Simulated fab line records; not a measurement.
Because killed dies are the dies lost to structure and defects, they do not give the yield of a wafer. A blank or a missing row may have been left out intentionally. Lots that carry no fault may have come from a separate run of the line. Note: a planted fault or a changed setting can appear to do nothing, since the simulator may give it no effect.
A lot that was struck, set against a sound lot | flow sfq line | 13 steps out of a route of 325
Sound: wafers L379.1, L379.3, L379.4. Wafers L375.1, L375.5, L375.6 were the ones struck. The cause comes at the end.
Each step with rows lists, per side, the tool, then ch with its chambers, then its first start. Under that, the readings that differ: sound wafers | struck wafers | difference of the means | sigmas: that difference in standard deviations of wafers without a fault.
alike: readings whose means differ by less than 2 such deviations, and words and numbers that are the same on both sides. not compared: withheld readings, readings that some wafer has no value for, bounds like >300 that may hide the same value, and numbers for which the record gives no deviation and whose values overlap.
Wherever a step has rows on one side only, a row that says differs or no value, or a row with sigmas, the two part there. Numbers that don't overlap but have no deviation are shown without sigmas and don't part them. A reading that every wafer of one side lacks parts them only if that side has two wafers or more.

SFQ_I0_OVL_MEAS_908:
  sound on overlay-02 at day 21 14:31; struck on overlay-01 at day 20 05:59
  alike: I0_OVL
SFQ_TRILAYER_I0_VIA_BARC_OPEN_VIA_ETCH_046: etches BARC in O2, target depth 125 nm, time 41.7 s.
  sound on rie diel-04 ch 1,2,3, day 21 14:32; struck on rie diel-01 ch 0,1,2, day 20 06:01
  alike: drypump motor current A, oes product au
  not compared: rf hours counter h
SFQ_TRILAYER_I0_VIA_ETCH_VIA_ETCH_034: etches SiO2 in CHF3, stops on Nb, target depth 260 nm.
  sound on rie diel-04 ch 1,2,3, day 21 14:35; struck on rie diel-01 ch 0,1,2, day 20 06:04
  alike: drypump motor current A, oes product au
SFQ_TRILAYER_I0_VIA_STRIP_STRIP_035: strips in O2.
  sound on rie metal-01 ch 0,1, day 21 14:42; struck on rie metal-04 ch 0,1, day 20 06:10
  alike: drypump motor current A, oes product au
  not compared: rf hours counter h
then, 2 steps without rows for these wafers: SFQ_TRILAYER_I0_VIA_STRIP_SOLV_CLEAN_036 (cleans in NMP, time 600 s); SFQ_TRILAYER_M1_DEP_PRE_CLEAN_038 (time 22.5 s).
SFQ_TRILAYER_M1_DEP_SPUTTER_037: material Nb, target thk 200 nm, time 133.3 s.
  sound on pvd sputter-06 at day 21 15:30; struck on pvd sputter-06 at day 20 06:59
  alike: throttle valve pct
SFQ_M1_RS_MEAS_909: measurement is done with a four-point probe.
  sound on film metro-02 at day 21 15:35; struck on film metro-02 at day 20 07:04
  alike: M1_NB_RS
then, 3 steps without rows for these wafers: SFQ_TRILAYER_M1_LITHO_COAT_044 (resist thk 62 nm); SFQ_TRILAYER_M1_LITHO_COAT_039 (resist thk 600 nm); SFQ_TRILAYER_M1_LITHO_SOFTBAKE_043.
-- the record jumps here: 7 days lie between the struck wafers' starts before and after --
SFQ_TRILAYER_M1_LITHO_EXPOSE_040: exposes mask M1, target cd 500 nm.
  sound on krf scanner-02 ch 0, day 28 06:59; struck on krf scanner-01, day 26 23:40
  no value came back on the struck wafers for exposure dose mJ cm2, focus offset nm (nm), na; on the sound wafers exposure dose mJ cm2 reads 14.409 14.406 14.406
  alike: mask
then, 1 step without rows for these wafers: SFQ_TRILAYER_M1_LITHO_PEB_042 (peb time 60 s).

## WHERE THEY PART
SFQ_TRILAYER_M1_LITHO_EXPOSE_040 only, going by this record.

WHY: what the simulator had put in
Skipped step whole: krf scanner-01, from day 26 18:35 on, at SFQ_TRILAYER_M1_LITHO_EXPOSE_040. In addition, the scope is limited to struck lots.
